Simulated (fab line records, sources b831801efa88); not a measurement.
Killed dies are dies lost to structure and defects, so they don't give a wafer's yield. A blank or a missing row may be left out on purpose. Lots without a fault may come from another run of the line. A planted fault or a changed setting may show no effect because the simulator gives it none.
Which tool did it? | flow sky130 | 6 lots, 18 wafers sampled, at 2 steps of a route of 708

WHAT THE GAUGES READ, wafer by wafer
SKY_VT_ADJUST_HVTP_TW_MEAS_11.
lot  | measured     | on            | VT_ADJUST_HVTP_TW
L424 | day 6 06:02  | film_metro-02 | 1345 1348 1348
L427 | day 7 03:20  | film_metro-01 | 1386 1386 1389
L433 | day 8 16:18  | film_metro-04 | 1363 1362 1359
L435 | day 9 08:11  | film_metro-02 | 1350 1347 1354
L437 | day 9 16:28  | film_metro-01 | 1379 1371 1377
L444 | day 11 13:07 | film_metro-04 | 1155 1152 1154 1149 1156 1150

WHICH TOOL RAN EACH LOT (tool, then ch and the chambers of the sampled wafers, then the start)
lot  | SKY_VT_ADJUST_HVTP_IMPLANT_09
L424 | implanter-01 ch 0, day 6 05:48
L427 | implanter-01 ch 0, day 7 03:05
L433 | implanter-01 ch 0, day 8 16:04
L435 | implanter-04 ch 0, day 9 07:56
L437 | implanter-03 ch 0, day 9 16:13
L444 | implanter-04 ch 0, day 11 12:52
- SKY_VT_ADJUST_HVTP_IMPLANT_09

THE ANSWER, worked out from the rows above alone
Rule: what is usual is taken from the lots themselves. Put in order of their means at a reading, lots are off if they are a third of the lots or fewer, leave a main group of 4 or more, and stand apart from it by a gap of 3 or more times the standard deviation of the main group's means; of several such gaps the widest counts. A main group whose means are all the same, to the digits that the tables above print for the reading, isn't used. A lot without any number at a reading at which 4 lots or more have one is off too. The other lots that the step has rows for count as sound.
Off: L444, at SKY_VT_ADJUST_HVTP_TW_MEAS_11 (VT_ADJUST_HVTP_TW). The main group: mean 1364, standard deviation 15.
A tool fits if, at a process step before that reading, it ran every lot that is off, and no sound lot after the first of them. The gauges at SKY_VT_ADJUST_HVTP_TW_MEAS_11 are tried like those tools. Can't be told from this: 2 tools fit, implanter-04 at SKY_VT_ADJUST_HVTP_IMPLANT_09, film_metro-04 at SKY_VT_ADJUST_HVTP_TW_MEAS_11.

WHAT THE SIMULATOR HAD PUT IN
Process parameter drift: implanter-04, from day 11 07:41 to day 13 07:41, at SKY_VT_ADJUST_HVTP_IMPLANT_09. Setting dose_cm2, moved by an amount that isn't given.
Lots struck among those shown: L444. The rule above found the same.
